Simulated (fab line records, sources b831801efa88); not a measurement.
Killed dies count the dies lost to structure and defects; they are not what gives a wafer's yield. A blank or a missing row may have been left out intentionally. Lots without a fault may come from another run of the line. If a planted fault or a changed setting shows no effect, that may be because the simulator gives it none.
fab line records	flow sky130
record: lots: 6	wafers: 18	last_day: 50
route steps=708 shown METAL2@483 PAD_OPEN@708
lots untouched by any fault: they come from a run of this same line in which no faults occurred
start_h: hours from the record's opening day to when the first of the lot's shown wafers began	wait_h: hours since the lot's step before	" the same as in the row above	L1.1+2: several wafers, shown together as one row	- no value, or no start was given	* or withheld: withheld	< > ~ a bound
route shown NAME@n: names a module that has steps shown in the file, with the first one's number in the route	usual: mean and standard deviation over wafers with no fault	same: alike in all rows	chamber/n: place in a boat	sites: each site's reading	_std_site: standard deviation of those values	_edge_site: inner sites' mean taken away from outer sites' mean	radius_mm: how far each site lies from the wafer's centre	mask NAME#n: copy n	behind: the most recent tool/chamber to have shaped the wafer	hold: the reason the lot was held/the length of the hold in hours/how it ended	device: whichever transistor did not switch (one of n, p or np)	end of line: the tests these same wafers got at the end of their route	a step with no rows: only its recipe	killed: at the first sort, the dies lost to defects and structure; wafer yield is something else	map: shows each die of a wafer: x if killed, . if not, _ if none is there
set.NAME: the setting that was run; set.NAME@STEP: the one run at that earlier step	model.NAME: the simulator's own value behind a step, which no gauge read
lots at some steps of the route; a table a step, a row a wafer
services: when a tool's chamber went out of use (start_h, in hours from the record's first day, below 0 if earlier), for how many hours, and the reason
== steps ==
step: SKY_METAL2_SPUTTER_00
recipe: material: Ti	target_thk_nm: 15	power_w: 3000	time_s: 10	chamber_pressure_pa: 0.4
step: SKY_METAL2_SPUTTER_01
recipe: material: TiN	target_thk_nm: 20	power_w: 6500	time_s: 16.7	chamber_pressure_pa: 0.4
usual: throttle_valve_pct: 29.8/1
lot.wafer	tool	chamber	start_h	wait_h	throttle_valve_pct
L584.2	pvd_sputter-04	-	843.01	0.0	28.1
L584.3	"	-	"	"	28.4
L584.6	"	-	"	"	31.6
L585.1	pvd_sputter-01	-	857.69	0.0	29.4
L585.5	"	-	"	"	29.7
L585.6	"	-	"	"	29.3
L589.1	pvd_sputter-01	-	885.63	0.0	30.1
L589.3	"	-	"	"	29.3
L589.5	"	-	"	"	30.5
L590.1	pvd_sputter-01	-	895.23	0.0	30.6
L590.3	"	-	"	"	30.1
L590.6	"	-	"	"	30.2
L599.1	pvd_sputter-04	-	942.67	0.0	29.2
L599.4	"	-	"	"	28.7
L599.5	"	-	"	"	28.3
L600.2	pvd_sputter-02	-	953.07	0.0	30.5
L600.4	"	-	"	"	29.1
L600.5	"	-	"	"	30.5
step: SKY_METAL2_SPUTTER_02
recipe: material: AlCu	target_thk_nm: 250	power_w: 10600	time_s: 13.3	chamber_pressure_pa: 0.4
usual: throttle_valve_pct: 29.8/1
lot.wafer	tool	chamber	start_h	wait_h	throttle_valve_pct
L584.2	pvd_sputter-04	-	843.04	0.0	28.4
L584.3	"	-	"	"	28.7
L584.6	"	-	"	"	31.5
L585.1	pvd_sputter-01	-	857.71	0.0	29.0
L585.5	"	-	"	"	29.8
L585.6	"	-	"	"	29.3
L589.1	pvd_sputter-01	-	885.65	0.0	29.8
L589.3	"	-	"	"	29.1
L589.5	"	-	"	"	30.4
L590.1	pvd_sputter-01	-	895.26	0.0	31.1
L590.3	"	-	"	"	30.0
L590.6	"	-	"	"	30.5
L599.1	pvd_sputter-04	-	942.69	0.0	28.9
L599.4	"	-	"	"	28.7
L599.5	"	-	"	"	28.3
L600.2	pvd_sputter-02	-	953.10	0.0	30.6
L600.4	"	-	"	"	29.3
L600.5	"	-	"	"	30.5
step: SKY_METAL2_SPUTTER_03
recipe: material: Ti	target_thk_nm: 5	power_w: 3000	time_s: 3.3	chamber_pressure_pa: 0.4
usual: throttle_valve_pct: 29.8/1
lot.wafer	tool	chamber	start_h	wait_h	throttle_valve_pct
L584.2	pvd_sputter-04	-	843.06	0.0	28.3
L584.3	"	-	"	"	28.8
L584.6	"	-	"	"	31.8
L585.1	pvd_sputter-01	-	857.74	0.0	29.1
L585.5	"	-	"	"	29.7
L585.6	"	-	"	"	29.1
L589.1	pvd_sputter-01	-	885.68	0.0	29.8
L589.3	"	-	"	"	29.0
L589.5	"	-	"	"	30.1
L590.1	pvd_sputter-01	-	895.28	0.0	30.7
L590.3	"	-	"	"	29.8
L590.6	"	-	"	"	30.5
L599.1	pvd_sputter-04	-	942.72	0.0	28.7
L599.4	"	-	"	"	28.9
L599.5	"	-	"	"	27.9
L600.2	pvd_sputter-02	-	953.12	0.0	30.5
L600.4	"	-	"	"	29.2
L600.5	"	-	"	"	30.5
step: SKY_METAL2_SPUTTER_04
recipe: material: TiN	target_thk_nm: 70	power_w: 6500	time_s: 58.3	chamber_pressure_pa: 0.4
step: SKY_METAL2_RS_MEAS_05
recipe: thk_meas_gauge: four-point-probe	reads: TiN_of_METAL2_SPUTTER_04+Ti_of_METAL2_SPUTTER_03+AlCu_of_METAL2_SPUTTER_02+TiN_of_METAL2_SPUTTER_01+Ti_of_METAL2_SPUTTER_00
usual: METAL2_ALCU_RS: 0.1266/0.0011
lot.wafer	tool	chamber	start_h	wait_h	METAL2_ALCU_RS[ohm/sq]
L584.2	film_metro-04	-	843.15	0.0	0.1268
L584.3	"	-	"	"	0.1268
L584.6	"	-	"	"	0.1285
L585.1	film_metro-04	-	857.81	0.0	0.1274
L585.5	"	-	"	"	0.1278
L585.6	"	-	"	"	0.1280
L589.1	film_metro-04	-	885.74	0.0	0.1276
L589.3	"	-	"	"	0.1262
L589.5	"	-	"	"	0.1267
L590.1	film_metro-01	-	895.35	0.0	0.1265
L590.3	"	-	"	"	0.1266
L590.6	"	-	"	"	0.1277
L599.1	film_metro-01	-	942.79	0.0	0.1270
L599.4	"	-	"	"	0.1265
L599.5	"	-	"	"	0.1256
L600.2	film_metro-01	-	953.21	0.0	0.1259
L600.4	"	-	"	"	0.1257
L600.5	"	-	"	"	0.1264
step: SKY_METAL2_THK_MEAS_06
recipe: thk_meas_gauge: xrf	reads: AlCu_of_METAL2_SPUTTER_02
usual: METAL2_ALCU_THK: 249.5/2.5
lot.wafer	tool	chamber	start_h	wait_h	METAL2_ALCU_THK[nm]
L584.2	film_metro-04	-	843.26	0.1	248.3
L584.3	"	-	"	"	249.7
L584.6	"	-	"	"	247.3
L585.1	film_metro-04	-	857.93	0.1	248.1
L585.5	"	-	"	"	246.5
L585.6	"	-	"	"	247.8
L589.1	film_metro-04	-	885.86	0.1	250.1
L589.3	"	-	"	"	253.1
L589.5	"	-	"	"	252.7
L590.1	film_metro-01	-	895.47	0.1	251.5
L590.3	"	-	"	"	249.4
L590.6	"	-	"	"	246.1
L599.1	film_metro-01	-	942.91	0.1	249.0
L599.4	"	-	"	"	251.6
L599.5	"	-	"	"	253.2
L600.2	film_metro-01	-	953.32	0.1	249.5
L600.4	"	-	"	"	252.2
L600.5	"	-	"	"	250.6
step: SKY_METAL2_DEHYDRATE_07
recipe: temp_c: 200	time_s: 60
step: SKY_METAL2_HMDS_08
recipe: prime_time_s: 60	prime_temp_c: 120
step: SKY_METAL2_COAT_09
recipe: resist: BARC	temp_c: withheld	time_s: withheld	spin_rpm: 3000	resist_thk_nm: 60
step: SKY_METAL2_COAT_10
recipe: resist: KrF-thick	spin_rpm: 3000	resist_thk_nm: 450
step: SKY_METAL2_SOFTBAKE_11
recipe: temp_c: 100	time_s: 90	resist: KrF-thick
step: SKY_METAL2_EXPOSE_12
recipe: mask_id: MM2	na: 0.8	source_shape: annular	sigma_inner: 0.55	sigma_outer: 0.85	target_cd_nm: 140	dose_mj: 28
lot.wafer	tool	chamber	start_h	wait_h	mask
L584.2+3+6	krf_scanner-01	0	855.92	-	MM2#0
L585.1+5+6	krf_scanner-01	0	871.33	-	MM2#0
L589.1+3+5	krf_scanner-01	0	898.91	-	MM2#0
L590.1+3+6	krf_scanner-01	0	907.31	-	MM2#0
L599.1+4+5	krf_scanner-02	0	954.66	-	MM2#0
L600.2+4+5	krf_scanner-02	0	966.00	-	MM2#0
step: SKY_METAL2_PEB_13
recipe: peb_temp_c: withheld	peb_time_s: withheld	resist: KrF-thick
step: SKY_METAL2_DEVELOP_14
recipe: develop_time_s: 60	resist: KrF-thick	dev_temp_c: 21
step: SKY_METAL2_CD_MEAS_15
recipe: target_cd_nm: 140
usual: cd_nm: 140.3/1.7
lot.wafer	tool	chamber	start_h	wait_h	cd_nm
L584.2	cd_sem-02	-	869.56	-	140.6
L584.3	"	-	"	"	141.2
L584.6	"	-	"	"	140.5
L585.1	cd_sem-02	-	884.24	-	140.5
L585.5	"	-	"	"	139.7
L585.6	"	-	"	"	140.6
L589.1	cd_sem-02	-	910.66	-	122.8
L589.3	"	-	"	"	143.0
L589.5	"	-	"	"	142.5
L590.1	cd_sem-02	-	920.63	-	118.7
L590.3	"	-	"	"	138.4
L590.6	"	-	"	"	139.5
L599.1	cd_sem-01	-	967.13	-	141.7
L599.4	"	-	"	"	141.9
L599.5	"	-	"	"	140.6
L600.2	cd_sem-02	-	977.31	-	139.1
L600.4	"	-	"	"	142.4
L600.5	"	-	"	"	140.6
step: SKY_METAL2_OVL_MEAS_16
usual: METAL2_OVL: -3/6.1
lot.wafer	tool	chamber	start_h	wait_h	METAL2_OVL[nm]
L584.2	overlay-01	-	869.66	0.1	0
L584.3	"	-	"	"	-7
L584.6	"	-	"	"	-2
L585.1	overlay-02	-	884.36	0.1	3
L585.5	"	-	"	"	3
L585.6	"	-	"	"	-3
L589.1	overlay-01	-	910.78	0.1	-21
L589.3	"	-	"	"	-12
L589.5	"	-	"	"	-12
L590.1	overlay-02	-	920.75	0.1	-2
L590.3	"	-	"	"	0
L590.6	"	-	"	"	-6
L599.1	overlay-02	-	967.25	0.1	-2
L599.4	"	-	"	"	-2
L599.5	"	-	"	"	-5
L600.2	overlay-02	-	977.41	0.1	-9
L600.4	"	-	"	"	-11
L600.5	"	-	"	"	-11
step: SKY_METAL2_DESCUM_17
recipe: chemistry: O2	source_power_w: 150	bias_power_w: 0	pressure_mtorr: 10	temp_c: 40	time_s: 8
usual: drypump_motor_current_A: 5.7/0.48	oes_product_au: 0.996/0.0067	temp_c: 40.00/0.11
lot.wafer	tool	chamber	start_h	wait_h	drypump_motor_current_A	oes_product_au	rf_hours_counter_h	temp_c	model.METAL2.cd_nm
L584.2	rie_metal-01	1	869.69	0.0	5.6	1.005	7	39.96	141.1
L584.3	"	0	"	"	5.6	0.991	-	39.85	141.3
L584.6	"	0	"	"	5.6	1.000	-	40.02	141.1
L585.1	rie_metal-04	1	884.40	0.0	5.9	0.998	9	40.06	141
L585.5	"	0	"	"	4.6	1.002	-	39.98	139.5
L585.6	"	1	"	"	5.9	0.986	-	40.18	140.4
L589.1	rie_metal-02	1	910.82	0.0	6.4	1.004	4	39.97	122.5
L589.3	"	0	"	"	5.3	0.996	-	39.94	142.9
L589.5	"	0	"	"	5.3	1.009	-	39.90	142.2
L590.1	rie_metal-04	1	920.78	0.0	5.8	0.999	11	39.87	118.8
L590.3	"	1	"	"	5.9	0.993	-	40.02	138.6
L590.6	"	0	"	"	4.7	1.009	-	39.90	139.3
L599.1	rie_metal-01	1	967.28	0.0	5.6	1.005	12	40.10	142.2
L599.4	"	1	"	"	5.6	1.001	-	40.07	142.5
L599.5	"	0	"	"	5.6	1.004	-	39.92	140.9
L600.2	rie_metal-02	1	977.44	0.0	6.4	0.993	8	40.01	139
L600.4	"	1	"	"	6.4	0.998	-	39.96	142
L600.5	"	0	"	"	5.3	0.993	-	40.15	139.6
step: SKY_METAL2_ETCH_18
recipe: chemistry: N2/H2	target: BARC	ion_energy_ev: 200	bias_w: 100	pressure_mtorr: 30	n2_flow_sccm: 100	h2_flow_sccm: 200	icp_w: 500	stop_on: SiO2	time_s: 45.9	target_depth_a: 600
usual: drypump_motor_current_A: 5.7/0.47	oes_product_au: 0.854/0.0051	throttle_valve_pct: 13.226/0.0087
lot.wafer	tool	chamber	start_h	wait_h	drypump_motor_current_A	oes_product_au	rf_hours_counter_h	throttle_valve_pct
L584.2	rie_metal-01	1	869.72	0.0	5.6	0.854	7	13.224
L584.3	"	0	"	"	5.5	0.863	-	13.221
L584.6	"	0	"	"	5.6	0.848	-	13.225
L585.1	rie_metal-04	1	884.43	0.0	5.9	0.851	9	13.231
L585.5	"	0	"	"	4.7	0.843	-	13.222
L585.6	"	1	"	"	5.9	0.856	-	13.215
L589.1	rie_metal-02	1	910.85	0.0	6.4	0.853	4	13.214
L589.3	"	0	"	"	5.4	0.848	-	13.226
L589.5	"	0	"	"	5.3	0.848	-	13.224
L590.1	rie_metal-04	1	920.81	0.0	5.8	0.857	11	13.226
L590.3	"	1	"	"	5.8	0.857	-	13.233
L590.6	"	0	"	"	4.7	0.843	-	13.238
L599.1	rie_metal-01	1	967.31	0.0	5.6	0.853	12	13.228
L599.4	"	1	"	"	5.6	0.849	-	13.220
L599.5	"	0	"	"	5.6	0.855	-	13.224
L600.2	rie_metal-02	1	977.48	0.0	6.4	0.865	8	13.230
L600.4	"	1	"	"	6.4	0.855	-	13.222
L600.5	"	0	"	"	5.4	0.848	-	13.239
step: SKY_METAL2_METAL_ETCH_19
recipe: target_depth_a: 3600	stop_on: SiO2	over_etch_frac: 0.3	time_s: 78	chemistry: Cl2/BCl3	resist_sidewall_deg: 88	pressure_mtorr: 10	icp_w: 900	bias_w: 48.5	Cl2_flow_sccm: 60	bcl3_flow_sccm: 30
usual: drypump_motor_current_A: 5.7/0.47	mfc_cl2_sccm: 59.99/0.17	oes_product_au: 0.854/0.0052	throttle_valve_pct: 22.264/0.0094
lot.wafer	tool	chamber	start_h	wait_h	drypump_motor_current_A	mfc_cl2_sccm	oes_product_au	rf_hours_counter_h	throttle_valve_pct	model.METAL2.cd_nm
L584.2	rie_metal-01	1	869.79	0.0	5.6	60.20	0.857	8	22.268	140.6
L584.3	"	0	"	"	5.6	59.71	0.851	-	22.263	142.2
L584.6	"	0	"	"	5.6	59.76	0.856	-	22.270	140.8
L585.1	rie_metal-04	1	884.49	0.0	5.9	59.84	0.850	9	22.270	142.5
L585.5	"	0	"	"	4.7	60.12	0.853	-	22.276	138.3
L585.6	"	1	"	"	5.9	59.90	0.854	-	22.265	141.7
L589.1	rie_metal-02	1	910.91	0.0	6.4	59.78	0.858	4	22.259	122.7
L589.3	"	0	"	"	5.3	59.91	0.859	-	22.263	144.3
L589.5	"	0	"	"	5.3	59.92	0.850	-	22.254	142
L590.1	rie_metal-04	1	920.88	0.0	5.9	60.23	0.854	11	22.261	119.1
L590.3	"	1	"	"	5.9	60.11	0.849	-	22.262	140.3
L590.6	"	0	"	"	4.6	60.25	0.852	-	22.266	140.6
L599.1	rie_metal-01	1	967.38	0.0	5.6	59.78	0.853	12	22.264	143.2
L599.4	"	1	"	"	5.6	59.97	0.850	-	22.257	143.6
L599.5	"	0	"	"	5.6	59.82	0.855	-	22.289	143.6
L600.2	rie_metal-02	1	977.54	0.0	6.4	60.14	0.858	8	22.272	139.6
L600.4	"	1	"	"	6.4	59.91	0.862	-	22.266	142.8
L600.5	"	0	"	"	5.3	59.79	0.857	-	22.250	138.7
step: SKY_METAL2_STRIP_20
recipe: chemistry: O2/N2	power_w: 1400	pressure_mtorr: 1500	platen_temp_c: withheld	o2_flow_sccm: 3000	n2_flow_sccm: 300	overash_fraction: 0.5
usual: drypump_motor_current_A: 5.8/0.47	oes_product_au: 0.343/0.0045	strip_time_to_endpoint_s: 2.706/0.027
same: overash_fraction: 0.5
lot.wafer	tool	chamber	start_h	wait_h	drypump_motor_current_A	oes_product_au	rf_hours_counter_h	strip_time_to_endpoint_s
L584.2	plasma_asher-04	0	869.88	0.1	5.3	0.343	107	2.679
L584.3	"	0	"	"	5.3	0.334	-	2.706
L584.6	"	0	"	"	5.3	0.337	-	2.667
L585.1	plasma_asher-02	0	884.58	0.1	6.3	0.345	47	2.687
L585.5	"	1	"	"	5.4	0.342	-	2.667
L585.6	"	0	"	"	6.2	0.346	-	2.706
L589.1	plasma_asher-02	1	911.00	0.1	5.4	0.351	50	2.757
L589.3	"	1	"	"	5.4	0.343	-	2.732
L589.5	"	0	"	"	6.2	0.343	-	2.747
L590.1	plasma_asher-02	1	920.97	0.1	5.4	0.349	51	2.744
L590.3	"	0	"	"	6.2	0.340	-	2.720
L590.6	"	0	"	"	6.2	0.352	-	2.718
L599.1	plasma_asher-02	1	967.47	0.1	5.4	0.348	55	2.664
L599.4	"	1	"	"	5.4	0.341	-	2.726
L599.5	"	1	"	"	5.4	0.343	-	2.700
L600.2	plasma_asher-02	0	977.63	0.1	6.3	0.346	56	2.687
L600.4	"	1	"	"	5.4	0.347	-	2.694
L600.5	"	0	"	"	6.2	0.342	-	2.656
step: SKY_PAD_OPEN_PROBE_99
usual: defect_limited_yield: 82.3/2	killed_at_M0_to_M3: 43/7.3	killed_at_M4_up: 3.2/1.8	killed_at_contacts: 24/5.8	killed_at_front_end: 16/4.5	killed_at_other: 0.3/0.53	killed_dies: 87/9.9	killed_open: 48/6.8	killed_short: 39/6.9	sort_bin_3_pad_short: 0.8/0.42	sort_bin_5_function: 10.4/1.6	sort_bin_6_memory: 6.4/1.2	sort_n_pass: 405/9.9	sort_yield_pct: 82.3/2
same: gross_dies: 492	killed_at_back_side: 0	sort_bin_4_leakage[%]: 0	sort_bin_8_speed[%]: 0
lot.wafer	tool	chamber	start_h	wait_h	defect_limited_yield[%]	killed_at_M0_to_M3	killed_at_M4_up	killed_at_contacts	killed_at_front_end	killed_at_other	killed_dies	killed_open	killed_short	sort_bin_3_pad_short[%]	sort_bin_5_function[%]	sort_bin_6_memory[%]	sort_n_pass	sort_yield_pct[%]	model.etest.tester.sort_n_pass	model.etest.met2.width_nm	model.etest.tester.sort_yield_pct	model.etest.tester.sort_bin_5_pct	model.etest.met2.line_ohm_um
L584.2	prober-02	-	1114.77	0.1	80.9	36	2	39	17	0	94	57	37	0.8	11.6	6.7	398	80.9	398	138.3	80.89	11.59	0.9283
L584.3	prober-02	-	1114.82	0.2	85.6	39	5	15	12	0	71	36	35	0.6	9.6	4.3	421	85.6	421	141	85.57	9.553	0.9095
L584.6	prober-02	-	1114.97	0.2	82.5	34	2	32	18	0	86	44	42	1.0	10.6	5.9	406	82.5	406	141.9	82.52	10.57	0.9113
L585.1	prober-01	-	1122.33	0.1	81.9	47	3	26	12	1	89	45	44	0.8	11.4	5.9	403	81.9	403	142.7	81.91	11.38	0.9104
L585.5	prober-01	-	1122.53	0.2	80.3	44	4	30	19	0	97	50	47	1.2	11.6	6.9	395	80.3	395	138.8	80.28	11.59	0.9342
L585.6	prober-01	-	1122.58	0.2	82.7	39	4	22	20	0	85	50	35	0.4	11.8	5.1	407	82.7	407	143.9	82.72	11.79	0.907
L589.1	prober-02	-	1142.88	0.1	78.0	57	2	24	25	0	108	48	37	0.6	14.6	6.7	384	78.0	384	120.2	78.05	14.63	1.066
L589.3	prober-02	-	1142.98	0.2	81.5	43	3	28	16	1	91	51	40	0.4	12.6	5.5	401	81.5	401	145.4	81.5	12.6	0.885
L589.5	prober-02	-	1143.08	0.2	81.5	45	3	33	10	0	91	57	34	0.2	12.4	5.9	401	81.5	401	138	81.5	12.4	0.9391
L590.1	prober-02	-	1150.80	0.1	68.5	121	4	19	11	0	155	44	37	0.6	26.4	4.5	337	68.5	337	122.3	68.5	26.42	1.041
L590.3	prober-02	-	1150.90	0.2	80.3	46	2	35	13	1	97	51	46	0.8	12.2	6.7	395	80.3	395	141.4	80.28	12.2	0.9054
L590.6	prober-02	-	1151.05	0.2	83.7	37	4	26	13	0	80	55	25	0.2	9.6	6.5	412	83.7	412	142.2	83.74	9.553	0.9097
L599.1	prober-01	-	1184.83	0.1	81.9	39	0	35	15	0	89	49	40	0.8	10.0	7.3	403	81.9	403	141.9	81.91	9.959	0.9068
L599.4	prober-01	-	1184.98	0.2	81.1	56	1	17	19	0	93	54	39	1.4	9.8	7.7	399	81.1	399	144.8	81.1	9.756	0.8901
L599.5	prober-01	-	1185.03	0.2	81.5	48	2	26	15	0	91	52	39	0	11.2	7.3	401	81.5	401	144.6	81.5	11.18	0.8771
L600.2	prober-02	-	1193.20	0.1	76.2	58	5	33	21	0	117	61	56	1.0	14.6	8.1	375	76.2	375	138.7	76.22	14.63	0.9192
L600.4	prober-02	-	1193.30	0.2	84.8	42	3	13	17	0	75	49	26	0	10.0	5.3	417	84.8	417	142.7	84.76	9.959	0.8904
L600.5	prober-02	-	1193.35	0.2	85.8	34	3	19	14	0	70	37	33	0.6	6.9	6.7	422	85.8	422	137.8	85.77	6.911	0.9284
killed by level:class
L584.2 CONTACT:geometric_particle:open=17 LI_CONTACT:geometric_particle:open=13 VIA1:geometric_particle:open=10 METAL3:geometric_particle:short=6 FIELD_ISO:geometric_particle:short=5 VIA3:geometric_particle:open=5 FIELD_ISO:geometric_particle:open=4 POLY_GATE:geometric_particle:short=4
L584.3 VIA1:geometric_particle:short=9 CONTACT:geometric_particle:open=8 VIA3:geometric_particle:open=7 VIA2:geometric_particle:open=7 VIA1:geometric_particle:open=4 METAL4:geometric_particle:short=4 FIELD_ISO:geometric_particle:short=3 SPACER:geometric_particle:short=3
L584.6 LI_CONTACT:geometric_particle:open=11 CONTACT:geometric_particle:open=9 METAL1:geometric_particle:short=7 CONTACT:geometric_particle:short=6 VIA1:geometric_particle:open=6 POLY_GATE:geometric_particle:short=5 POLY_GATE:geometric_particle:open=4 LI_CONTACT:geometric_particle:short=4
L585.1 VIA3:geometric_particle:open=9 VIA1:geometric_particle:open=9 CONTACT:geometric_particle:open=8 VIA1:geometric_particle:short=7 LI_CONTACT:geometric_particle:open=6 LOCAL_INTERCONNECT:geometric_particle:short=6 METAL1:geometric_particle:short=5 METAL2:geometric_particle:short=5
L585.5 LI_CONTACT:geometric_particle:open=11 VIA1:geometric_particle:open=9 CONTACT:geometric_particle:open=7 METAL1:geometric_particle:short=6 VIA3:geometric_particle:open=6 FIELD_ISO:geometric_particle:open=5 POLY_GATE:geometric_particle:short=5 FIELD_ISO:geometric_particle:short=4
L585.6 CONTACT:geometric_particle:open=11 VIA1:geometric_particle:open=8 VIA3:geometric_particle:open=7 VIA2:geometric_particle:open=7 POLY_GATE:geometric_particle:open=6 LI_CONTACT:geometric_particle:short=4 LI_CONTACT:geometric_particle:open=4 METAL2:geometric_particle:short=4
L589.1 METAL2:area_expose=23 CONTACT:geometric_particle:open=13 VIA1:geometric_particle:open=9 POLY_GATE:geometric_particle:short=7 FIELD_ISO:geometric_particle:open=6 METAL2:geometric_particle:short=6 FIELD_ISO:geometric_particle:short=5 VIA2:geometric_particle:open=4
L589.3 VIA1:geometric_particle:open=13 CONTACT:geometric_particle:open=12 CONTACT:geometric_particle:short=7 VIA2:geometric_particle:open=7 LI_CONTACT:geometric_particle:open=6 FIELD_ISO:geometric_particle:short=5 POLY_GATE:geometric_particle:short=5 VIA1:geometric_particle:short=5
L589.5 VIA1:geometric_particle:open=16 CONTACT:geometric_particle:open=13 VIA2:geometric_particle:open=8 LI_CONTACT:geometric_particle:short=6 LOCAL_INTERCONNECT:geometric_particle:short=5 CONTACT:geometric_particle:short=5 VIA3:geometric_particle:open=5 LI_CONTACT:geometric_particle:open=4
L590.1 METAL2:area_expose=74 METAL1:geometric_particle:short=9 LI_CONTACT:geometric_particle:open=7 VIA1:geometric_particle:open=7 VIA3:geometric_particle:open=6 METAL2:geometric_particle:short=6 VIA2:geometric_particle:short=4 CONTACT:geometric_particle:open=4
L590.3 VIA1:geometric_particle:open=17 LI_CONTACT:geometric_particle:open=10 METAL2:geometric_particle:short=10 FIELD_ISO:geometric_particle:short=8 CONTACT:geometric_particle:open=8 LI_CONTACT:geometric_particle:short=6 LOCAL_INTERCONNECT:geometric_particle:short=6 VIA2:geometric_particle:open=5
L590.6 VIA1:geometric_particle:open=13 CONTACT:geometric_particle:open=11 VIA2:geometric_particle:open=9 LI_CONTACT:geometric_particle:open=7 FIELD_ISO:geometric_particle:open=6 METAL1:geometric_particle:short=4 LOCAL_INTERCONNECT:geometric_particle:short=3 VIA1:geometric_particle:short=3
L599.1 CONTACT:geometric_particle:open=12 VIA1:geometric_particle:open=10 LI_CONTACT:geometric_particle:open=8 METAL2:geometric_particle:short=8 LOCAL_INTERCONNECT:geometric_particle:short=7 CONTACT:geometric_particle:short=7 POLY_GATE:geometric_particle:open=5 VIA2:geometric_particle:open=4
L599.4 VIA1:geometric_particle:open=15 VIA3:geometric_particle:open=12 FIELD_ISO:geometric_particle:short=6 FIELD_ISO:geometric_particle:open=6 VIA1:geometric_particle:short=6 VIA2:geometric_particle:open=6 LOCAL_INTERCONNECT:geometric_particle:short=5 CONTACT:geometric_particle:open=5
L599.5 VIA1:geometric_particle:open=12 LI_CONTACT:geometric_particle:open=7 CONTACT:geometric_particle:open=7 VIA3:geometric_particle:short=7 VIA2:geometric_particle:open=6 POLY_GATE:geometric_particle:open=4 LI_CONTACT:geometric_particle:short=4 METAL1:geometric_particle:open=4
L600.2 VIA1:geometric_particle:open=14 METAL2:geometric_particle:short=11 CONTACT:geometric_particle:open=10 LI_CONTACT:geometric_particle:open=9 METAL1:geometric_particle:short=7 POLY_GATE:geometric_particle:open=6 VIA3:geometric_particle:open=6 VIA2:geometric_particle:short=6
L600.4 VIA1:geometric_particle:open=16 POLY_GATE:geometric_particle:open=5 POLY_GATE:geometric_particle:short=5 VIA3:geometric_particle:open=5 CONTACT:geometric_particle:short=4 VIA2:geometric_particle:open=4 FIELD_ISO:geometric_particle:open=3 SPACER:geometric_particle:open=3
L600.5 LI_CONTACT:geometric_particle:open=7 CONTACT:geometric_particle:open=6 METAL2:geometric_particle:short=6 VIA3:geometric_particle:open=6 FIELD_ISO:geometric_particle:short=5 VIA2:geometric_particle:open=5 POLY_GATE:geometric_particle:open=4 METAL1:geometric_particle:short=4
map L589.1 (x killed, . not)
__________.........._________
________..x.....x....._______
______.....x..x...x...x._____
_____.......x......x....x____
____.x...x..x..x..x....xxx___
___xx........x.xx.......x..__
__...x.....x................_
_...........xxxx........x...x
_..x.........xxx..x.x.x.x....
_........xx..x.xx..x..xx...x.
_.....x.....xx.xx.x.....x....
_..x...x.xxxxx......xxx......
_x........xx...........x..x..
_........x.x...xx.....x......
_...........xxx...x....x..x..
__xx....x......x....x.x....._
___.x.xx....xxx.x..xx..x...__
____..x.....x......xx.....___
_____x...................____
______..x........x......_____
________x............._______
__________..x..x.x.._________
map L590.1 (x killed, . not)
__________x.x.....x._________
________....x....x.x.._______
______...........x......_____
_____....xxx......x...x..____
____..x.xx................___
___..x...xxx.....xx..x..x..__
__....xx.x.x.x.xxx....x..x.x_
_....x..xx.x....xxx.x....x...
_....x.x.xxx.x.xx.xx.........
_......xx...xxxxxx..xx.....xx
_......xxx.....xx.x.x........
_.....x...xxxxxxx.xx.x.......
_.x.........xxx.xxxxx...x....
_..x.......xx.xxx..xx....xxx.
_x...xx....x.x.xx..xx...xx...
__........x.xxxxx....x.x.x.x_
___..x..xx..x.xxx.xx...x...__
____.x.xx......xxx.......x___
_____x...x..x..x.xx...x..____
______.x.......x........_____
________....x........x_______
__________x...x....._________
== services ==
tool	chamber	start_h	hours	kind
rie_metal-01	-	823.42	4.0	pm
krf_scanner-01	-	823.83	1.3	pm
krf_scanner-02	-	826.66	0.8	pm
plasma_asher-02	-	843.76	0.5	repair
krf_scanner-02	-	848.79	1.0	pm
rie_metal-04	-	869.38	0.2	repair
plasma_asher-04	-	870.05	0.7	repair
krf_scanner-02	-	885.04	0.7	repair
pvd_sputter-04	-	893.05	2.2	repair
krf_scanner-02	-	894.95	3.6	repair
rie_metal-04	-	919.38	0.6	repair
plasma_asher-02	-	936.70	1.1	repair
krf_scanner-01	-	937.99	1.0	pm
krf_scanner-02	-	943.53	0.3	repair
rie_metal-01	1	944.94	5.5	repair
krf_scanner-01	-	951.99	0.8	pm
krf_scanner-01	-	969.60	0.8	repair
== key ==
first_sign: step: SKY_METAL2_CD_MEAS_15	reading: cd_nm	direction: down	sigmas: 12	usual: 140.3	struck: 120.8
effect: step: SKY_PAD_OPEN_PROBE_99	reading: sort_bin_5_function	direction: up	sigmas: 6.5	usual: 10.4	struck: 20.5
model_effect: step: SKY_METAL2_DESCUM_17	value: METAL2.cd_nm	without: 140.6	struck: 120.6
model_effect: step: SKY_METAL2_METAL_ETCH_19	value: METAL2.cd_nm	without: 140.8	struck: 120.9
model_effect: step: SKY_PAD_OPEN_PROBE_99	value: etest.tester.sort_n_pass	without: 409	struck: 360.5
more_kills_born_at: SKY_METAL2_EXPOSE_12@krf_scanner-01: 97
met_at SKY_METAL2_EXPOSE_12
struck_wafers L589.1,L590.1
onset_between 871.33 898.91
fault: kind: process_parameter_drift	tool: krf_scanner-01	chamber: -	onset_h: 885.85	steps: SKY_METAL2_EXPOSE_12	channel: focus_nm	offset: 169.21	shape: step	end_h: 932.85	scope: struck_wafers_only
